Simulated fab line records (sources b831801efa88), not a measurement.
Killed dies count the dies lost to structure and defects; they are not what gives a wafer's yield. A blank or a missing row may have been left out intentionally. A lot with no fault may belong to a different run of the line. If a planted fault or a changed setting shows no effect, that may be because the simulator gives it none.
8D (eight disciplines) problem report, filled in by code	flow sky130	the parts of the form that need people (team, actions taken, sign-off) are left out

1. PROBLEM STATEMENT
Mean of developer-temp-C at SKY_VIA2_DEVELOP_11: 21.63 C across 5 wafers in 2 lots; on wafers with no fault it is 21.00 C (standard deviation 0.11). That puts it +5.7 standard deviations away from the usual mean.
The step: develop time 60 s.
First seen on wafer L260.2, day 40 14:00, on litho-track-02. Wafers with a number at this step in the record: 35, from 12 lots. Rule for "out", or "out of limits": more than 4 standard deviations from the usual mean. Any other wafer with a number is counted as sound.

2. WHAT IT IS, AND WHAT IT ISN'T
question	is	is not
which readings at this step	developer-temp-C	-
which lots	L260, L263	L246, L247, L248, L251, L252, L256, L257, L258, L259, L261
which wafers of those lots	all that have a number	-
read on which tools	litho-track-02	litho-track-01, litho-track-04
when	from day 40 14:00	up to then (27 sound wafers); but 3 sound wafers of L261 came after

3. THE SUSPECTS, EACH WITH WHAT RULES IT OUT
Counting: a tool at any process step up to the reading remains a suspect when it ran all the lots that are out and ran no sound lot after the first of those.
- litho-track-02 at SKY_VIA2_DEVELOP_11 (develop time 60 s): kept. All lots that are out passed through it, beginning with L260 at day 40 14:00, and no sound lot followed; its final sound lot before that point was L259 at day 40 10:00. Its own developer-temp-C readings are out on those wafers.
Remaining after the count: litho-track-02 at SKY_VIA2_DEVELOP_11.

4. THE CAUSE (what the simulator had put in)
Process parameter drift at SKY_VIA2_DEVELOP_11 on litho-track-02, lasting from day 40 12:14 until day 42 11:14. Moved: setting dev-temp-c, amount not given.
Only this tool survived the counting.

5. THE CHAIN OF EFFECTS, in route order
Each row: a reading whose mean over the struck wafers that have a number lies more than 3 standard deviations from the usual. Only readings for which the record gives a usual standard deviation are gone through. hours: the time from each lot's start at the first step in this table that gives one to its start at this step, as a median over the lots. sigmas: the change in usual standard deviations.
hours	step	reading	usual	on struck wafers	change	sigmas
0	SKY_VIA2_DEVELOP_11	developer-temp-C	21.00 C	21.63	+0.63	+5.7
Here are the process steps it includes:
- SKY_VIA2_DEVELOP_11: develop time 60 s.

6. WHAT WOULD HAVE CAUGHT IT SOONER
First out-of-limits reading in this record: day 40 14:00, which is 2 hours after fault onset at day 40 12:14.
